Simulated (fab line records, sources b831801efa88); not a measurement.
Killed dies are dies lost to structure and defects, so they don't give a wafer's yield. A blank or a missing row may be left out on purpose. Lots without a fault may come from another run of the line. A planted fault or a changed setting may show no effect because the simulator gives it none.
Which tool did it? | flow gf180mcu | 12 lots, 36 wafers sampled, at 2 steps of a route of 602

WHAT THE GAUGES READ, wafer by wafer
GF_V3_THK_MEAS_03.
lot  | measured     | on            | V3_CVD_02_THK (nm)
L896 | day 21 04:40 | film_metro-01 | 840 864 852
L897 | day 21 15:38 | film_metro-01 | 845 858 857
L900 | day 22 19:32 | film_metro-03 | 850 850 862
L902 | day 23 14:40 | film_metro-02 | 844 847 862
L903 | day 23 20:38 | film_metro-02 | 844 866 860
L906 | day 25 01:05 | film_metro-02 | 841 836 846
L908 | day 25 12:37 | film_metro-03 | 834 846 843
L910 | day 26 07:47 | film_metro-02 | 846 836 839
L911 | day 26 19:06 | film_metro-02 | 854 861 860
L912 | day 26 20:30 | film_metro-01 | 841 841 844
L918 | day 28 12:48 | film_metro-03 | 845 854 851
L919 | day 29 00:40 | film_metro-02 | 827 830 836

GF_M4_RS_MEAS_05: measures by four-point-probe.
lot  | measured     | on            | M4_ALCU_RS (ohm/sq)
L896 | day 22 06:02 | film_metro-04 | 0.0703 0.0703 0.0699
L897 | day 22 16:50 | film_metro-01 | 0.0691 0.0691 0.0690
L900 | day 23 19:38 | film_metro-01 | 0.0692 0.0692 0.0699
L902 | day 24 14:57 | film_metro-04 | 0.0692 0.0704 0.0701
L903 | day 24 19:40 | film_metro-01 | 0.0691 0.0697 0.0692
L906 | day 26 00:26 | film_metro-02 | 0.0687 0.0693 0.0690
L908 | day 26 11:21 | film_metro-04 | 0.0693 0.0695 0.0690
L910 | day 27 07:08 | film_metro-02 | 0.0703 0.0702 0.0699
L911 | day 27 17:12 | film_metro-04 | 0.0700 0.0696 0.0711
L912 | day 27 18:56 | film_metro-01 | 0.0696 0.0701 0.0698
L918 | day 29 10:28 | film_metro-02 | 0.0694 0.0688 0.0696
L919 | day 29 21:06 | film_metro-02 | 0.0692 0.0700 0.0702

WHICH TOOL RAN EACH LOT (tool, then ch and the chambers of the sampled wafers, then the start)
The record holds no process step before these readings.

WHAT THE TOOLS THEMSELVES READ (means of the sampled wafers that have a number; where no wafer has one, the mark that the record gives instead)
The record holds no such reading with a usual standard deviation.

THE ANSWER, worked out from the rows above alone
Rule: what is usual is taken from the lots themselves. Put in order of their means at a reading, lots are off if they are a third of the lots or fewer, leave a main group of 4 or more, and stand apart from it by a gap of 3 or more times the standard deviation of the main group's means; of several such gaps the widest counts. A main group whose means are all the same, to the digits that the tables above print for the reading, isn't used. A lot without any number at a reading at which 4 lots or more have one is off too. The other lots that the step has rows for count as sound. The gauges are gone through in route order, then the tools' own readings, and for those a lot's mean is taken as printed above. The first step at which some lot is off is used, and at that step the reading that is off furthest; a lot without a number counts as furthest.
No lot is off at any reading shown: from this, nothing can be told.

WHAT THE SIMULATOR HAD PUT IN
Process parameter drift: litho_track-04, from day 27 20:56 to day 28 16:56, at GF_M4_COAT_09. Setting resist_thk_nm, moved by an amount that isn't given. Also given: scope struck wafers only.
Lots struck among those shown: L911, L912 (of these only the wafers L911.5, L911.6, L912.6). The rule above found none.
